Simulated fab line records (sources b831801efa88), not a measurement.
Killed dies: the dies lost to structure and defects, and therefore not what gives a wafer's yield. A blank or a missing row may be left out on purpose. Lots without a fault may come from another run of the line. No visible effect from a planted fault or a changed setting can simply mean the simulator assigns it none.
Problem report, 8D (eight disciplines) form, completed by code :: flow sky130 :: the parts of the form that need people (team, actions taken, sign-off) are left out

1. PROBLEM STATEMENT
Wafers with no fault read 65.2 s with a standard deviation of 2.7, whereas time_to_endpoint_s at SKY_VIA1_CMP_24 reads a mean of 37.0 s on 1 wafer of 1 lot. Relative to the usual mean, that is a shift of -10 standard deviations.
The step: polishes, stops on SiO2, t overpolish 15 s, target thk 0 nm.
Seen first at day 37 11:14 on cmp-02, wafer L488.1. Wafers with a number at this step in the record: 15, from 5 lots. The rule behind "out" and "out of limits": a value lying over 4 standard deviations away from the usual mean. Any other wafer with a number is counted as sound.

2. WHAT IT IS AND WHAT IT IS NOT
question: which readings at this step
is: time_to_endpoint_s
is not: edge_zone_pressure_frac, overpolish_run_s

question: which lots
is: L488
is not: L478, L483, L495, L498

question: which wafers of those lots
is: L488.1
is not: L488.3, L488.5

question: read on which tools
is: cmp-02
is not: cmp-01

question: when
is: from day 37 11:14
is not: up to then (8 sound wafers); but 6 sound wafers of L495, L498 came after

3. THE SUSPECTS, EACH WITH WHAT RULES IT OUT
Counting: any tool at a process step up to the reading remains a suspect provided it ran every lot that is out. Sound lots after the first of them don't rule it out here, since some wafers of a struck lot are sound.
- pvd_sputter-01 at SKY_VIA1_SPUTTER_20 (material TiN, target thk 20 nm, time 80 s): kept. It ran the lot that is out, L488 (day 37 10:54).
- cmp-02 at SKY_VIA1_CMP_24 (polishes, stops on SiO2, t overpolish 15 s, target thk 0 nm): kept. It ran the lot that is out, L488 (day 37 11:14). On those wafers its own readings are out: time_to_endpoint_s.
- Within cmp-02 at SKY_VIA1_CMP_24: the wafers that are out ran in chamber 0; their sound lot-mates ran in chamber 1.
The count leaves cmp-02 at SKY_VIA1_CMP_24 and pvd_sputter-01 at SKY_VIA1_SPUTTER_20.

4. THE CAUSE (what the simulator had put in)
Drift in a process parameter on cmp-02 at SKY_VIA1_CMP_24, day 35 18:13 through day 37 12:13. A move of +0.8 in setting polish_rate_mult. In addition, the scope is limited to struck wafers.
2 suspects survive the count, and this tool is in that group.

5. THE CHAIN OF EFFECTS, in route order
Each row: a reading where the mean over the struck wafers with a number is more than 3 standard deviations away from the usual. Readings are gone through only where the record gives a usual standard deviation; hours: the median, over the lots, of the time from a lot's start at the first step in this table giving one to that lot's start at this step; sigmas: the change measured in usual standard deviations.
hours: 0
step: SKY_VIA1_CMP_24
reading: time_to_endpoint_s
usual: 65.2 s
on struck wafers: 37.0
change: -28.2
sigmas: -10
Its process steps:
- SKY_VIA1_CMP_24: polishes, stops on SiO2, t overpolish 15 s, target thk 0 nm.
At these later measuring or inspecting steps, every struck wafer for which the step has a row has a number for every such reading, and none has moved that far: SKY_METAL2_RS_MEAS_05, SKY_METAL2_THK_MEAS_06, SKY_METAL2_CD_MEAS_15, SKY_METAL2_OVL_MEAS_16.

6. HOW IT WOULD HAVE BEEN CAUGHT EARLIER
The fault began at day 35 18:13; the first out-of-limits reading in this record came at day 37 11:14, 41 hours later.
